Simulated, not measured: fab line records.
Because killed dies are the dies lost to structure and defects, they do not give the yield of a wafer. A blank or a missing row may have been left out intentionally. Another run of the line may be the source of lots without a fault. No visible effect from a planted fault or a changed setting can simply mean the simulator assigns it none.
8D (eight disciplines) problem report, filled in by code	flow gf180mcu	the parts of the form that need people (team, actions taken, sign-off) are left out

## 1. WHAT IS WRONG
Mean V5_CVD_02_THK at GF_V5_THK_MEAS_03: 1246 nm over 2 wafers in 2 lots; fault-free wafers: 1448 nm, standard deviation 17. That is -12 standard deviations from the usual mean.
First seen on wafer L602.4, day 31 02:44, on film metro-02. At this step, 33 wafers from 11 lots have a number in the record. The rule behind "out" and "out of limits": a value lying over 4 standard deviations away from the usual mean. All remaining wafers that have a number are taken as sound.

## 2. WHAT THIS IS AND IS NOT
question	is	is not
which readings at this step	V5_CVD_02_THK	-
which lots	L602, L606	L587, L589, L591, L592, L593, L595, L598, L608, L610
which wafers of those lots	L602.4, L606.6	L602.3, L602.6, L606.3, L606.5
read on which gauges	film metro-02	film metro-03, film metro-04
when	from day 31 02:44	up to then (23 sound wafers); but 8 sound wafers of L606, L608, L610 came after

## 3. WHAT RULES OUT EACH SUSPECT
Counting: a tool at a process step up to the reading stays a suspect if it ran every lot that is out. Sound lots after the first of them don't rule it out here, since some wafers of a struck lot are sound.
- the gauge at GF_V5_THK_MEAS_03: ruled out. All the wafers that are out were read on film metro-02, but those of them that GF_V5_CVD_02 has rows for are out there too, on other tools.
- rie metal-04 at GF_M5_METAL_ETCH_10 (etches the open film in Cl2/BCl3, stops on SiO2, target depth 750.8 nm, time 125.1 s): kept. It processed each lot that is out (first: L602, day 31 01:33); up to then, its last sound lot is L591 (day 27 20:01).
- pecvd-02 at GF_V5_CVD_02 (deposits SiO2 from TEOS, target thk 1450 nm, time 163.28 s): kept. It processed each lot that is out (first: L602, day 31 02:37); up to then, its last sound lot is L595 (day 29 08:55). On those wafers its own readings are out: rf fwd power W.
- At GF_M5_METAL_ETCH_10 on rie metal-04, chamber 1 took the sound wafers of the same lots and chamber 0 took the wafers that are out.
- In pecvd-02 at GF_V5_CVD_02, the wafers that are out were processed in chamber 1 and their sound lot-mates in chambers 0, 2.
What counting leaves: rie metal-04 at GF_M5_METAL_ETCH_10 and pecvd-02 at GF_V5_CVD_02.

## 4. THE CAUSE (what the simulator had put in)
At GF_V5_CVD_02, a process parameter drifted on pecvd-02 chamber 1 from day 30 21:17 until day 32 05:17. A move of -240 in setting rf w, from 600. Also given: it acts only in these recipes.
This tool is one of the 2 suspects left after counting.

## 5. THE EFFECT CHAIN, in route order
Each row: a reading where the mean over the struck wafers with a number is more than 3 standard deviations away from the usual. Only readings for which the record gives a usual standard deviation are gone through. hours: the time from each lot's start at the first step in this table that gives one to its start at this step, as a median over the lots. sigmas: the change in usual standard deviations.
hours	step	reading	usual	on struck wafers	change	sigmas
0	GF_V5_CVD_02	rf fwd power W	597.7 W	357.7	-240.0	-99 or more
0	GF_V5_THK_MEAS_03	V5_CVD_02_THK	1448 nm	1246	-202	-12
Its process steps:
- GF_V5_CVD_02: deposits SiO2 from TEOS, target thk 1450 nm, time 163.28 s.
Later measuring or inspecting steps at which every struck wafer that the step has a row for has a number for every such reading, and none has moved that far: GF_V5_OVL_MEAS_15.

## 6. HOW IT WOULD HAVE BEEN CAUGHT EARLIER
The first out-of-limits reading at a measuring or inspecting step in this record came at day 31 02:44, 5 hours after the fault's start at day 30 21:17.
At GF_V5_CVD_02, the tool's own readings (rf fwd power W) were out on each struck wafer the step has a row for, so an alarm limit on them would have fired on the first such wafer.
L606, from the lots that are out (2), started GF_V5_CVD_02 on pecvd-02 later than day 31 02:44. It would have been spared by a hold on the tool at that moment.
